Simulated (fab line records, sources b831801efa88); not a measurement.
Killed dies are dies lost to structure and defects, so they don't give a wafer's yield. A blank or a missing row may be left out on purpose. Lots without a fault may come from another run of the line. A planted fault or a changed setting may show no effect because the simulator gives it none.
fab line records | flow gf180mcu
record lots=5 wafers=15 last_day=33
route steps=602 shown M5@538 V5@540 TOP_METAL@567
lots that met no fault: from a run of the same line without faults
start_h: hours from the record's first day to the start of the lot's first wafer shown | wait_h: hours since the lot's step before | " the same as in the row above | L1.1+2: a row that stands for several wafers | - no value, or no start given | * or withheld: withheld | < > ~ a bound
route shown NAME@n: a module of which the file shows steps, and the number in the route of the first | usual: mean/standard deviation of fault-free wafers | same: alike in all rows | chamber/n: place in a boat | sites: the reading at each site | _std_site: their standard deviation | _edge_site: outer sites' mean less inner sites' | radius_mm: how far each site lies from the wafer's centre | mask NAME#n: copy n | behind: the tool/chamber that last shaped the wafer | hold: why the lot was held/for how many hours/how that ended | device: the transistor (n, p or np) that didn't switch | end of line: the same wafers' tests at the end of the route | a step without rows: its recipe alone | killed: dies lost to structure and defects at the first sort, not the wafer's yield | map: a wafer's dies, x killed, . not, _ none there
set.NAME: the setting as run; set.NAME@STEP: as run at that earlier step | model.NAME: the simulator's own value behind a step, which no gauge read
lots at some steps of the route; a table a step, a row a wafer
services: from which hour (start_h, from the record's first day; less than 0 if before it) a tool's chamber was out of use, for how many hours, and why
## steps
# step GF_M5_STRIP_12
# recipe chemistry=post_etch_residue_remover time_s=1200 temp_c=72.5
# columns lot.wafer tool chamber start_h wait_h
L078.3+5+6 wet_bench-02 0 627.65 0.0
L080.1+2+4 wet_bench-02 3 651.69 0.1
L081.1+3+4 wet_bench-04 2 664.30 0.1
L082.1+3+6 wet_bench-04 0 674.45 0.1
L094.2+3+6 wet_bench-03 0 748.05 0.1
# step GF_M5_CLEAN_13
# recipe chemistry=DIW dry=n2_spin
# columns lot.wafer tool chamber start_h wait_h
L078.3+5+6 wet_bench-04 0 627.99 0.0
L080.1+2+4 wet_bench-04 2 652.03 0.0
L081.1+3+4 wet_bench-02 3 664.64 0.0
L082.1+3+6 wet_bench-03 2 674.79 0.0
L094.2+3+6 wet_bench-04 3 748.39 0.0
# step GF_V5_CVD_00
# recipe material=SiO2 target_thk_nm=300 sigma_open_frac=0.3 temp_c=400 time_s=50 sih4_flow_sccm=60 pressure_mtorr=6
# usual pressure_mtorr=6.001/0.013 susceptor_temp_C=399.97/0.22
# columns lot.wafer tool chamber start_h wait_h pressure_mtorr susceptor_temp_C
L078.3 hdpcvd-01 2 628.08 0.0 5.995 400.36
L078.5 " 2 " " 6.004 399.82
L078.6 " 1 " " 5.979 400.01
L080.1 hdpcvd-01 0 652.13 0.0 5.977 400.08
L080.2 " 1 " " 5.990 399.75
L080.4 " 0 " " 5.999 399.84
L081.1 hdpcvd-01 0 664.73 0.0 5.997 399.79
L081.3 " 2 " " 6.010 400.26
L081.4 " 0 " " 6.006 400.36
L082.1 hdpcvd-02 0 674.88 0.0 6.020 399.89
L082.3 " 2 " " 6.012 399.59
L082.6 " 2 " " 5.992 399.80
L094.2 hdpcvd-02 1 748.49 0.0 6.022 399.96
L094.3 " 0 " " 5.981 399.87
L094.6 " 2 " " 6.016 399.73
# step GF_V5_THK_MEAS_01
# recipe reads=SiO2_of_V5_CVD_00
# usual V5_CVD_00_THK=301/3.2
# columns lot.wafer tool chamber start_h wait_h V5_CVD_00_THK[nm]
L078.3 film_metro-03 - 628.15 0.0 298
L078.5 " - " " 301
L078.6 " - " " 307
L080.1 film_metro-03 - 652.19 0.0 303
L080.2 " - " " 300
L080.4 " - " " 300
L081.1 film_metro-03 - 664.78 0.0 299
L081.3 " - " " 302
L081.4 " - " " 295
L082.1 film_metro-01 - 674.98 0.1 300
L082.3 " - " " 300
L082.6 " - " " 303
L094.2 film_metro-03 - 748.54 0.0 303
L094.3 " - " " 301
L094.6 " - " " 295
# step GF_V5_CVD_02
# recipe material=SiO2 target_thk_nm=1450 precursor=TEOS temp_c=400 time_s=163.28 rf_w=600
# usual heater_power_w=618/78 susceptor_temp_C=400.00/0.25
# columns lot.wafer tool chamber start_h wait_h heater_power_w susceptor_temp_C
L078.3 pecvd-02 2 628.19 0.0 699 400.05
L078.5 " 1 " " 687 399.57
L078.6 " 0 " " 500 399.83
L080.1 pecvd-03 1 652.25 0.1 702 399.31
L080.2 " 2 " " 734 400.26
L080.4 " 1 " " 568 399.91
L081.1 pecvd-03 2 664.84 0.1 790 400.05
L081.3 " 0 " " 603 400.05
L081.4 " 1 " " 703 399.41
L082.1 pecvd-03 1 675.04 0.1 670 399.99
L082.3 " 0 " " 671 400.16
L082.6 " 1 " " 588 399.42
L094.2 pecvd-04 0 748.59 0.0 600 400.42
L094.3 " 1 " " 700 399.96
L094.6 " 0 " " 493 400.27
# step GF_V5_THK_MEAS_03
# recipe reads=SiO2_of_V5_CVD_02
# usual V5_CVD_02_THK=1452/22
# columns lot.wafer tool chamber start_h wait_h V5_CVD_02_THK[nm]
L078.3 film_metro-04 - 628.32 0.1 1410
L078.5 " - " " 1457
L078.6 " - " " 1437
L080.1 film_metro-01 - 652.36 0.1 1447
L080.2 " - " " 1436
L080.4 " - " " 1471
L081.1 film_metro-01 - 664.94 0.1 1434
L081.3 " - " " 1429
L081.4 " - " " 1468
L082.1 film_metro-03 - 675.20 0.1 1414
L082.3 " - " " 1428
L082.6 " - " " 1448
L094.2 film_metro-04 - 748.71 0.1 1466
L094.3 " - " " 1449
L094.6 " - " " 1492
# step GF_V5_CMP_04
# recipe material=SiO2 down_force_psi=4 platen_rpm=60 pad_velocity_m_s=0.94248
# usual motor_current_A=12.1/0.83
# columns lot.wafer tool chamber start_h wait_h motor_current_A
L078.3 cmp-02 1 628.46 0.1 12.7
L078.6 " 3 " " 12.7
L078.5 " 0 " " 13.1
L080.4 cmp-02 2 652.42 0.0 11.3
L080.1 " 3 " " 12.8
L080.2 " 0 " " 13.6
L081.4 cmp-02 2 665.00 0.0 11.4
L081.1 " 3 " " 12.6
L081.3 " 1 " " 12.4
L082.3 cmp-01 0 675.28 0.0 11.9
L082.1 " 3 " " 11.2
L082.6 " 0 " " 12.3
L094.3 cmp-01 0 748.81 0.1 12.1
L094.2 " 1 " " 11.7
L094.6 " 3 " " 10.9
# step GF_V5_BOW_MEAS_05
# recipe mode=bow
# usual V5_BOW=132/9.3
# columns lot.wafer tool chamber start_h wait_h V5_BOW[um]
L078.3 film_metro-04 - 628.70 0.2 117
L078.5 " - " " 121
L078.6 " - " " 127
L080.1 film_metro-03 - 652.72 0.2 113
L080.2 " - " " 125
L080.4 " - " " 126
L081.1 film_metro-03 - 665.30 0.2 127
L081.3 " - " " 125
L081.4 " - " " 123
L082.1 film_metro-03 - 675.58 0.1 137
L082.3 " - " " 135
L082.6 " - " " 138
L094.2 film_metro-03 - 749.08 0.2 141
L094.3 " - " " 158
L094.6 " - " " 136
# step GF_V5_DEHYDRATE_06
# recipe temp_c=200 time_s=60
# columns lot.wafer tool chamber start_h wait_h
L078.3+5+6 litho_track-01 0 638.60 9.9
L080.1+2+4 litho_track-03 0 661.45 8.7
L081.1+3+4 litho_track-01 0 674.45 9.1
L082.1+3+6 litho_track-03 0 683.85 8.3
L094.2+3+6 litho_track-03 0 757.27 8.2
# step GF_V5_HMDS_07
# recipe prime_time_s=60 prime_temp_c=120
# columns lot.wafer tool chamber start_h wait_h
L078.3+5+6 litho_track-01 0 638.75 0.1
L080.1+2+4 litho_track-03 0 661.60 0.1
L081.1+3+4 litho_track-01 0 674.60 0.1
L082.1+3+6 litho_track-03 0 684.00 0.1
L094.2+3+6 litho_track-03 0 757.42 0.1
# step GF_V5_COAT_08
# recipe resist=BARC temp_c=withheld time_s=withheld spin_rpm=withheld resist_thk_nm=withheld
# columns lot.wafer tool chamber start_h wait_h
L078.3+5+6 litho_track-01 0 638.90 0.1
L080.1+2+4 litho_track-03 0 661.75 0.1
L081.1+3+4 litho_track-01 0 674.75 0.1
L082.1+3+6 litho_track-03 0 684.15 0.1
L094.2+3+6 litho_track-03 0 757.57 0.1
# step GF_V5_COAT_09
# recipe resist=KrF spin_rpm=withheld resist_thk_nm=1000
# columns lot.wafer tool chamber start_h wait_h
L078.3+5+6 litho_track-01 0 - -
L080.1+2+4 litho_track-03 0 - -
L081.1+3+4 litho_track-01 0 - -
L082.1+3+6 litho_track-03 0 - -
L094.2+3+6 litho_track-03 0 - -
# step GF_V5_SOFTBAKE_10
# recipe temp_c=130 time_s=60 resist=KrF
# columns lot.wafer tool chamber start_h wait_h
L078.3+5+6 litho_track-01 0 - -
L080.1+2+4 litho_track-03 0 - -
L081.1+3+4 litho_track-01 0 - -
L082.1+3+6 litho_track-03 0 - -
L094.2+3+6 litho_track-03 0 - -
# step GF_V5_EXPOSE_11
# recipe mask_id=Via5 target_cd_nm=260 na=0.68 source_shape=conventional sigma_outer=0.6 dose_mj=38
# usual reticle_temp_C=23.01/0.096
# columns lot.wafer tool chamber start_h wait_h mask reticle_temp_C
L078.3 krf_scanner-02 0 - - Via5#0 22.87
L078.5 " 0 " " Via5#0 23.10
L078.6 " 0 " " Via5#0 23.07
L080.1 krf_scanner-01 0 - - Via5#0 23.00
L080.2 " 0 " " Via5#0 23.14
L080.4 " 0 " " Via5#0 23.02
L081.1 krf_scanner-02 0 - - Via5#0 22.90
L081.3 " 0 " " Via5#0 22.97
L081.4 " 0 " " Via5#0 22.93
L082.1 krf_scanner-01 0 - - Via5#0 23.03
L082.3 " 0 " " Via5#0 23.00
L082.6 " 0 " " Via5#0 23.17
L094.2 krf_scanner-02 0 - - Via5#0 22.97
L094.3 " 0 " " Via5#0 22.89
L094.6 " 0 " " Via5#0 22.73
# step GF_V5_PEB_12
# recipe peb_temp_c=135 peb_time_s=90 resist=KrF
# columns lot.wafer tool chamber start_h wait_h
L078.3+5+6 litho_track-02 0 - -
L080.1+2+4 litho_track-03 0 - -
L081.1+3+4 litho_track-02 0 - -
L082.1+3+6 litho_track-03 0 - -
L094.2+3+6 litho_track-01 0 - -
# step GF_V5_DEVELOP_13
# recipe develop_time_s=60 resist=KrF dev_temp_c=21.61
# columns lot.wafer tool chamber start_h wait_h
L078.3+5+6 litho_track-02 0 648.26 0.1
L080.1+2+4 litho_track-03 0 671.75 0.2
L081.1+3+4 litho_track-02 0 683.81 0.2
L082.1+3+6 litho_track-03 0 694.05 0.2
L094.2+3+6 litho_track-01 0 765.97 0.2
# step GF_V5_CD_MEAS_14
# recipe target_cd_nm=260
# usual cd_nm=260.4/1.3
# columns lot.wafer tool chamber start_h wait_h cd_nm
L078.3 cd_sem-02 - 648.46 0.2 260.4
L078.5 " - " " 259.0
L078.6 " - " " 261.3
L080.1 cd_sem-02 - 671.90 0.1 259.4
L080.2 " - " " 260.3
L080.4 " - " " 261.4
L081.1 cd_sem-01 - 683.96 0.1 260.4
L081.3 " - " " 262.0
L081.4 " - " " 261.8
L082.1 cd_sem-02 - 694.20 0.1 258.8
L082.3 " - " " 258.8
L082.6 " - " " 259.1
L094.2 cd_sem-01 - 766.12 0.1 262.1
L094.3 " - " " 262.8
L094.6 " - " " 262.5
# step GF_V5_OVL_MEAS_15
# usual V5_OVL=2/5
# columns lot.wafer tool chamber start_h wait_h V5_OVL[nm]
L078.3 overlay-02 - 648.55 0.1 -5
L078.5 " - " " -3
L078.6 " - " " -1
L080.1 overlay-01 - 672.02 0.1 -3
L080.2 " - " " 1
L080.4 " - " " 2
L081.1 overlay-01 - 684.08 0.1 0
L081.3 " - " " -6
L081.4 " - " " -7
L082.1 overlay-02 - 694.32 0.1 1
L082.3 " - " " 3
L082.6 " - " " -1
L094.2 overlay-01 - 766.22 0.1 -6
L094.3 " - " " 0
L094.6 " - " " -1
# step GF_V5_ETCH_16
# recipe chemistry=N2/H2 target_depth_a=withheld overetch_a=withheld time_s=withheld target=BARC ion_energy_ev=200 source_w=500 bias_w=100 pressure_mtorr=30 n2_flow_sccm=100 h2_flow_sccm=200
# usual drypump_motor_current_A=5.77/0.29 oes_product_au=0.855/0.0049 throttle_valve_pct=13.225/0.0097
# columns lot.wafer tool chamber start_h wait_h drypump_motor_current_A oes_product_au throttle_valve_pct
L078.3 rie_diel-04 2 648.57 0.0 6.15 0.855 13.227
L078.5 " 3 " " 5.76 0.854 13.227
L078.6 " 2 " " 6.13 0.861 13.244
L080.1 rie_diel-01 2 672.06 0.0 6.01 0.852 13.208
L080.2 " 0 " " 6.08 0.852 13.231
L080.4 " 1 " " 6.04 0.863 13.242
L081.1 rie_diel-03 2 684.11 0.0 5.33 0.851 13.229
L081.3 " 0 " " 5.76 0.861 13.216
L081.4 " 1 " " 5.48 0.845 13.224
L082.1 rie_diel-03 2 694.36 0.0 5.34 0.861 13.228
L082.3 " 3 " " 5.19 0.855 13.227
L082.6 " 3 " " 5.19 0.859 13.211
L094.2 rie_diel-04 3 766.25 0.0 5.71 0.849 13.236
L094.3 " 1 " " 5.65 0.845 13.209
L094.6 " 2 " " 6.14 0.857 13.211
# step GF_V5_ETCH_17
# recipe chemistry=C4F8/O2/Ar mask_material=KrF target=SiO2 stop_on=TiN source_w=1500 bias_w=1200 pressure_mtorr=40 c4f8_flow_sccm=withheld O2_flow_sccm=6 Ar_flow_sccm=300 time_s=withheld target_depth_a=8550
# usual oes_product_au=0.859/0.0047
# columns lot.wafer tool chamber start_h wait_h oes_product_au
L078.3 rie_diel-04 2 - - 0.862
L078.5 " 3 " " 0.858
L078.6 " 2 " " 0.858
L080.1 rie_diel-01 2 - - 0.859
L080.2 " 0 " " 0.853
L080.4 " 1 " " 0.850
L081.1 rie_diel-03 2 - - 0.871
L081.3 " 0 " " 0.862
L081.4 " 1 " " 0.859
L082.1 rie_diel-03 2 - - 0.855
L082.3 " 3 " " 0.862
L082.6 " 3 " " 0.862
L094.2 rie_diel-04 3 - - 0.852
L094.3 " 1 " " 0.859
L094.6 " 2 " " 0.856
# step GF_V5_STRIP_18
# recipe chemistry=O2/N2 power_w=1400 pressure_mtorr=1500 platen_temp_c=250 o2_flow_sccm=3000 n2_flow_sccm=300 overash_fraction=0.5
# usual drypump_motor_current_A=5.3/0.5 heater_power_w=322/20 oes_product_au=0.570/0.0048 platen_temp_c=249.99/0.15
# columns lot.wafer tool chamber start_h wait_h drypump_motor_current_A heater_power_w oes_product_au platen_temp_c rf_hours_counter_h
L078.3 plasma_asher-03 1 648.76 - 5.2 308 0.568 250.02 -
L078.5 " 1 " " 5.2 318 0.570 250.02 -
L078.6 " 0 " " 4.7 314 0.562 250.04 -
L080.1 plasma_asher-04 0 672.21 - 5.0 332 0.555 249.82 23
L080.2 " 1 " " 6.0 300 0.569 250.31 23
L080.4 " 1 " " 6.0 303 0.577 250.12 -
L081.1 plasma_asher-02 1 684.26 - 6.0 314 0.563 249.86 100
L081.3 " 0 " " 5.2 369 0.566 250.26 -
L081.4 " 1 " " 6.0 320 0.576 249.87 -
L082.1 plasma_asher-04 0 694.51 - 5.0 337 0.570 249.76 25
L082.3 " 1 " " 6.0 304 0.574 250.08 -
L082.6 " 0 " " 5.0 339 0.571 250.27 -
L094.2 plasma_asher-04 1 766.40 - 6.0 311 0.565 249.71 33
L094.3 " 0 " " 5.1 343 0.575 249.89 -
L094.6 " 0 " " 5.0 336 0.580 249.81 -
# step GF_V5_STRIP_19
# recipe chemistry=post_etch_residue_remover time_s=1200 temp_c=72.5
# columns lot.wafer tool chamber start_h wait_h
L078.3+5+6 wet_bench-01 2 648.83 0.0
L080.1+2+4 wet_bench-04 1 672.31 0.1
L081.1+3+4 wet_bench-01 1 684.36 0.1
L082.1+3+6 wet_bench-01 1 694.61 0.1
L094.2+3+6 wet_bench-01 1 766.50 0.1
# step GF_V5_CLEAN_20
# recipe chemistry=DIW dry=n2_spin
# columns lot.wafer tool chamber start_h wait_h
L078.3+5+6 wet_bench-04 1 649.20 0.0
L080.1+2+4 wet_bench-01 2 672.65 0.0
L081.1+3+4 wet_bench-02 0 684.71 0.0
L082.1+3+6 wet_bench-04 3 694.95 0.0
L094.2+3+6 wet_bench-04 0 766.85 0.0
# step GF_V5_SPUTTER_21
# recipe material=Ti target_thk_nm=15 chamber_pressure_pa=5 power_w=2500 substrate_temp_c=200 time_s=80.02
# usual throttle_valve_pct=30.7/0.89
# columns lot.wafer tool chamber start_h wait_h throttle_valve_pct
L078.3 pvd_sputter-04 - 649.40 0.0 32.2
L078.5 " - " " 30.7
L078.6 " - " " 28.6
L080.1 pvd_sputter-04 - 672.75 0.0 32.5
L080.2 " - " " 29.0
L080.4 " - " " 30.4
L081.1 pvd_sputter-03 - 684.80 0.0 30.9
L081.3 " - " " 31.1
L081.4 " - " " 29.8
L082.1 pvd_sputter-02 - 695.04 0.0 30.6
L082.3 " - " " 31.1
L082.6 " - " " 30.5
L094.2 pvd_sputter-04 - 766.94 0.0 30.4
L094.3 " - " " 31.9
L094.6 " - " " 29.1
# step GF_V5_SPUTTER_22
# recipe material=TiN target_thk_nm=10 chamber_pressure_pa=5 power_w=4000 time_s=40
# usual throttle_valve_pct=30.7/0.88
# columns lot.wafer tool chamber start_h wait_h throttle_valve_pct
L078.3 pvd_sputter-04 - 649.46 0.0 32.3
L078.5 " - " " 30.4
L078.6 " - " " 28.6
L080.1 pvd_sputter-04 - 672.81 0.0 32.2
L080.2 " - " " 29.2
L080.4 " - " " 30.6
L081.1 pvd_sputter-03 - 684.86 0.0 30.9
L081.3 " - " " 31.0
L081.4 " - " " 29.8
L082.1 pvd_sputter-02 - 695.10 0.0 30.7
L082.3 " - " " 30.9
L082.6 " - " " 30.4
L094.2 pvd_sputter-04 - 767.00 0.0 30.0
L094.3 " - " " 32.2
L094.6 " - " " 28.9
# step GF_V5_CVD_23
# recipe material=W target_thk_nm=350 time_s=104.9 temp_c=400 pressure_torr=40
# usual heater_power_w=824/89 susceptor_temp_C=399.99/0.22
# columns lot.wafer tool chamber start_h wait_h heater_power_w susceptor_temp_C
L078.3 cvd_w-02 1 649.54 0.1 828 400.11
L078.5 " 0 " " 945 399.82
L078.6 " 1 " " 827 400.35
L080.1 cvd_w-02 0 672.85 0.0 923 400.08
L080.2 " 1 " " 851 400.22
L080.4 " 1 " " 840 399.81
L081.1 cvd_w-02 0 684.90 0.0 923 400.15
L081.3 " 0 " " 952 400.03
L081.4 " 1 " " 844 399.80
L082.1 cvd_w-02 1 695.14 0.0 831 400.11
L082.3 " 0 " " 915 399.85
L082.6 " 0 " " 941 399.84
L094.2 cvd_w-01 0 767.04 0.0 702 399.92
L094.3 " 1 " " 840 400.15
L094.6 " 0 " " 692 399.80
# step GF_V5_RS_MEAS_24
# recipe thk_meas_gauge=four-point-probe reads=W_of_V5_CVD_23+TiN_of_V5_SPUTTER_22+Ti_of_V5_SPUTTER_21
# usual V5_W_RS=0.324/0.0065
# columns lot.wafer tool chamber start_h wait_h V5_W_RS[ohm/sq]
L078.3 film_metro-03 - 649.65 0.1 0.324
L078.5 " - " " 0.311
L078.6 " - " " 0.326
L080.1 film_metro-01 - 672.96 0.1 0.315
L080.2 " - " " 0.332
L080.4 " - " " 0.326
L081.1 film_metro-03 - 685.14 0.2 0.320
L081.3 " - " " 0.312
L081.4 " - " " 0.324
L082.1 film_metro-03 - 695.25 0.1 0.323
L082.3 " - " " 0.318
L082.6 " - " " 0.313
L094.2 film_metro-03 - 767.18 0.1 0.327
L094.3 " - " " 0.332
L094.6 " - " " 0.332
# step GF_V5_THK_MEAS_25
# recipe thk_meas_gauge=xrf reads=W_of_V5_CVD_23
# usual V5_W_THK=360/8.5
# columns lot.wafer tool chamber start_h wait_h V5_W_THK[nm]
L078.3 film_metro-03 - 649.75 0.1 354
L078.5 " - " " 370
L078.6 " - " " 354
L080.1 film_metro-01 - 673.08 0.1 378
L080.2 " - " " 358
L080.4 " - " " 365
L081.1 film_metro-03 - 685.26 0.1 358
L081.3 " - " " 365
L081.4 " - " " 355
L082.1 film_metro-03 - 695.37 0.1 354
L082.3 " - " " 361
L082.6 " - " " 364
L094.2 film_metro-03 - 767.29 0.1 351
L094.3 " - " " 348
L094.6 " - " " 348
# step GF_V5_CMP_26
# recipe stop_on=SiO2 down_force_psi=3.5 platen_rpm=60 t_overpolish_s=15 target_thk_nm=0 pad_velocity_m_s=0.94248
# usual motor_current_A=11.1/0.8 overpolish_run_s=14.999/0.0076 time_to_endpoint_s=84/6.6
# columns lot.wafer tool chamber start_h wait_h motor_current_A overpolish_run_s time_to_endpoint_s
L078.3 cmp-02 1 649.79 0.0 11.4 15.008 83
L078.5 " 1 " " 11.6 14.996 89
L078.6 " 2 " " 10.3 14.998 71
L080.1 cmp-01 1 673.14 0.1 10.5 15.005 85
L080.4 " 2 " " 10.9 15.001 84
L080.2 " 0 " " 11.4 14.996 82
L081.3 cmp-02 0 685.34 0.0 12.0 15.008 82
L081.1 " 1 " " 11.2 14.992 88
L081.4 " 3 " " 11.4 14.993 93
L082.1 cmp-02 3 695.43 0.1 12.0 15.016 94
L082.3 " 2 " " 9.9 15.003 76
L082.6 " 0 " " 11.8 15.005 82
L094.2 cmp-02 1 767.39 0.1 11.3 15.011 82
L094.3 " 2 " " 10.3 15.012 71
L094.6 " 0 " " 12.1 15.016 78
# step GF_TOP_METAL_SPUTTER_00
# recipe material=Ti target_thk_nm=37.5 arriving_ion_energy_ev=80 substrate_temp_c=200 chamber_pressure_pa=2 power_w=4000 time_s=150
# usual throttle_valve_pct=30.4/0.98
# columns lot.wafer tool chamber start_h wait_h throttle_valve_pct
L078.3 pvd_sputter-01 - 650.09 0.2 30.1
L078.5 " - " " 28.5
L078.6 " - " " 31.4
L080.1 pvd_sputter-01 - 673.44 0.2 30.0
L080.2 " - " " 31.6
L080.4 " - " " 29.4
L081.1 pvd_sputter-03 - 685.64 0.2 31.6
L081.3 " - " " 31.1
L081.4 " - " " 31.1
L082.1 pvd_sputter-01 - 695.73 0.2 30.0
L082.3 " - " " 29.4
L082.6 " - " " 31.5
L094.2 pvd_sputter-02 - 767.64 0.2 30.9
L094.3 " - " " 30.6
L094.6 " - " " 30.8
# step GF_TOP_METAL_SPUTTER_01
# recipe material=TiN target_thk_nm=30 power_w=6500 time_s=25 chamber_pressure_pa=0.4
# usual throttle_valve_pct=30.4/0.98
# columns lot.wafer tool chamber start_h wait_h throttle_valve_pct
L078.3 pvd_sputter-01 - 650.19 0.1 29.9
L078.5 " - " " 28.2
L078.6 " - " " 31.6
L080.1 pvd_sputter-01 - 673.54 0.1 30.0
L080.2 " - " " 31.6
L080.4 " - " " 29.1
L081.1 pvd_sputter-03 - 685.74 0.1 31.5
L081.3 " - " " 31.2
L081.4 " - " " 30.8
L082.1 pvd_sputter-01 - 695.83 0.1 30.0
L082.3 " - " " 29.3
L082.6 " - " " 31.8
L094.2 pvd_sputter-02 - 767.74 0.1 30.7
L094.3 " - " " 30.5
L094.6 " - " " 30.8
# step GF_TOP_METAL_SPUTTER_02
# recipe material=AlCu target_thk_nm=900 power_w=10600 chamber_pressure_pa=0.3 substrate_temp_c=250 gas=Ar time_s=47.82
# usual throttle_valve_pct=30.4/0.98
# columns lot.wafer tool chamber start_h wait_h throttle_valve_pct
L078.3 pvd_sputter-01 - 650.22 0.0 30.0
L078.5 " - " " 28.4
L078.6 " - " " 31.6
L080.1 pvd_sputter-01 - 673.57 0.0 30.2
L080.2 " - " " 31.6
L080.4 " - " " 29.2
L081.1 pvd_sputter-03 - 685.77 0.0 31.6
L081.3 " - " " 31.2
L081.4 " - " " 30.9
L082.1 pvd_sputter-01 - 695.86 0.0 29.9
L082.3 " - " " 28.9
L082.6 " - " " 31.7
L094.2 pvd_sputter-02 - 767.78 0.0 30.8
L094.3 " - " " 30.6
L094.6 " - " " 30.9
# step GF_TOP_METAL_SPUTTER_03
# recipe material=Ti target_thk_nm=5 substrate_temp_c=300 chamber_pressure_pa=0.3 power_w=3000 time_s=3.3
# usual throttle_valve_pct=30.4/0.99
# columns lot.wafer tool chamber start_h wait_h throttle_valve_pct
L078.3 pvd_sputter-01 - 650.26 0.0 29.8
L078.5 " - " " 28.3
L078.6 " - " " 31.7
L080.1 pvd_sputter-01 - 673.62 0.0 30.3
L080.2 " - " " 31.6
L080.4 " - " " 29.3
L081.1 pvd_sputter-03 - 685.81 0.0 31.3
L081.3 " - " " 31.1
L081.4 " - " " 31.0
L082.1 pvd_sputter-01 - 695.91 0.0 30.0
L082.3 " - " " 29.1
L082.6 " - " " 31.5
L094.2 pvd_sputter-02 - 767.82 0.0 30.7
L094.3 " - " " 30.3
L094.6 " - " " 30.9
# step GF_TOP_METAL_SPUTTER_04
# recipe material=TiN target_thk_nm=25 power_w=6500 time_s=20.8 chamber_pressure_pa=0.4
# usual throttle_valve_pct=30.4/0.98
# columns lot.wafer tool chamber start_h wait_h throttle_valve_pct
L078.3 pvd_sputter-01 - 650.28 0.0 30.0
L078.5 " - " " 28.1
L078.6 " - " " 31.8
L080.1 pvd_sputter-01 - 673.63 0.0 30.2
L080.2 " - " " 31.6
L080.4 " - " " 29.4
L081.1 pvd_sputter-03 - 685.83 0.0 31.8
L081.3 " - " " 31.2
L081.4 " - " " 30.9
L082.1 pvd_sputter-01 - 695.93 0.0 30.2
L082.3 " - " " 29.4
L082.6 " - " " 31.5
L094.2 pvd_sputter-02 - 767.84 0.0 30.9
L094.3 " - " " 30.6
L094.6 " - " " 30.6
# step GF_TOP_METAL_RS_MEAS_05
# recipe thk_meas_gauge=four-point-probe reads=TiN_of_TOP_METAL_SPUTTER_04+Ti_of_TOP_METAL_SPUTTER_03+AlCu_of_TOP_METAL_SPUTTER_02+TiN_of_TOP_METAL_SPUTTER_01+Ti_of_TOP_METAL_SPUTTER_00
# usual TOP_METAL_ALCU_RS=0.0326/0.00057
# columns lot.wafer tool chamber start_h wait_h TOP_METAL_ALCU_RS[ohm/sq]
L078.3 film_metro-02 - 650.35 0.1 0.0319
L078.5 " - " " 0.0323
L078.6 " - " " 0.0327
L080.1 film_metro-01 - 673.66 0.0 0.0325
L080.2 " - " " 0.0331
L080.4 " - " " 0.0331
L081.1 film_metro-02 - 685.86 0.0 0.0332
L081.3 " - " " 0.0325
L081.4 " - " " 0.0330
L082.1 film_metro-01 - 695.95 0.0 0.0324
L082.3 " - " " 0.0332
L082.6 " - " " 0.0331
L094.2 film_metro-02 - 767.88 0.0 0.0318
L094.3 " - " " 0.0324
L094.6 " - " " 0.0319
# step GF_TOP_METAL_THK_MEAS_06
# recipe thk_meas_gauge=xrf reads=AlCu_of_TOP_METAL_SPUTTER_02
# usual TOP_METAL_ALCU_THK=910/15
# columns lot.wafer tool chamber start_h wait_h TOP_METAL_ALCU_THK[nm]
L078.3 film_metro-02 - 650.45 0.1 931
L078.5 " - " " 923
L078.6 " - " " 908
L080.1 film_metro-01 - 673.78 0.1 909
L080.2 " - " " 895
L080.4 " - " " 893
L081.1 film_metro-02 - 685.98 0.1 893
L081.3 " - " " 910
L081.4 " - " " 898
L082.1 film_metro-01 - 696.07 0.1 916
L082.3 " - " " 897
L082.6 " - " " 897
L094.2 film_metro-02 - 767.99 0.1 937
L094.3 " - " " 916
L094.6 " - " " 938
# step GF_TOP_METAL_DEHYDRATE_07
# recipe temp_c=200 time_s=60
# columns lot.wafer tool chamber start_h wait_h
L078.3+5+6 litho_track-01 0 659.30 8.8
L080.1+2+4 litho_track-03 0 682.50 8.7
L081.1+3+4 litho_track-03 0 694.95 9.0
L082.1+3+6 litho_track-03 0 704.25 8.2
L094.2+3+6 litho_track-01 0 775.72 7.7
# step GF_TOP_METAL_HMDS_08
# recipe prime_time_s=60 prime_temp_c=120
# columns lot.wafer tool chamber start_h wait_h
L078.3+5+6 litho_track-01 0 659.45 0.1
L080.1+2+4 litho_track-03 0 682.65 0.1
L081.1+3+4 litho_track-03 0 695.10 0.1
L082.1+3+6 litho_track-03 0 704.40 0.1
L094.2+3+6 litho_track-01 0 775.87 0.1
# step GF_TOP_METAL_COAT_09
# recipe resist=NOVOLAK spin_rpm=3000 resist_thk_nm=1500
# usual spin_speed_rpm=3000.5/2.3
# columns lot.wafer tool chamber start_h wait_h spin_speed_rpm
L078.3 litho_track-01 0 659.60 0.1 2995.9
L078.5 " 0 " " 3000.1
L078.6 " 0 " " 2999.3
L080.1 litho_track-03 0 682.80 0.1 3001.6
L080.2 " 0 " " 2999.5
L080.4 " 0 " " 2998.1
L081.1 litho_track-03 0 695.25 0.1 3001.6
L081.3 " 0 " " 3002.9
L081.4 " 0 " " 2997.5
L082.1 litho_track-03 0 704.55 0.1 3000.1
L082.3 " 0 " " 2999.8
L082.6 " 0 " " 3000.4
L094.2 litho_track-01 0 776.02 0.1 3001.7
L094.3 " 0 " " 3000.0
L094.6 " 0 " " 3001.1
# step GF_TOP_METAL_SOFTBAKE_10
# recipe temp_c=90 time_s=60 resist=NOVOLAK
# columns lot.wafer tool chamber start_h wait_h
L078.3+5+6 litho_track-01 0 659.75 0.1
L080.1+2+4 litho_track-03 0 682.95 0.1
L081.1+3+4 litho_track-03 0 695.40 0.1
L082.1+3+6 litho_track-03 0 704.70 0.1
L094.2+3+6 litho_track-01 0 776.17 0.1
## services
# columns tool chamber start_h hours kind
krf_scanner-02 - 608.74 0.8 repair
hdpcvd-01 - 614.24 0.5 repair
pvd_sputter-03 - 617.98 56.6 repair
cvd_w-02 - 619.50 1.6 repair
cmp-01 - 619.98 2.9 repair
rie_diel-03 - 636.51 15.6 pm
rie_diel-04 0 638.38 4.0 repair
pvd_sputter-02 - 646.42 1.2 repair
rie_diel-03 - 659.42 0.4 repair
cmp-02 - 665.30 3.1 pm
pvd_sputter-04 - 673.27 2.7 repair
pvd_sputter-01 - 673.84 2.4 repair
pvd_sputter-02 - 682.05 7.9 repair
rie_diel-04 - 682.73 2.8 pm
cmp-02 - 683.04 2.3 repair
rie_diel-04 0 686.12 4.8 repair
pvd_sputter-03 - 686.16 4.2 repair
rie_diel-04 3 706.39 5.5 repair
rie_diel-03 - 707.81 0.6 repair
pvd_sputter-04 - 707.95 14.7 repair
wet_bench-01 - 714.01 5.1 repair
cvd_w-02 0 723.41 3.7 repair
pvd_sputter-04 - 733.16 3.1 repair
pvd_sputter-01 - 755.67 7.6 repair
## key
fault none
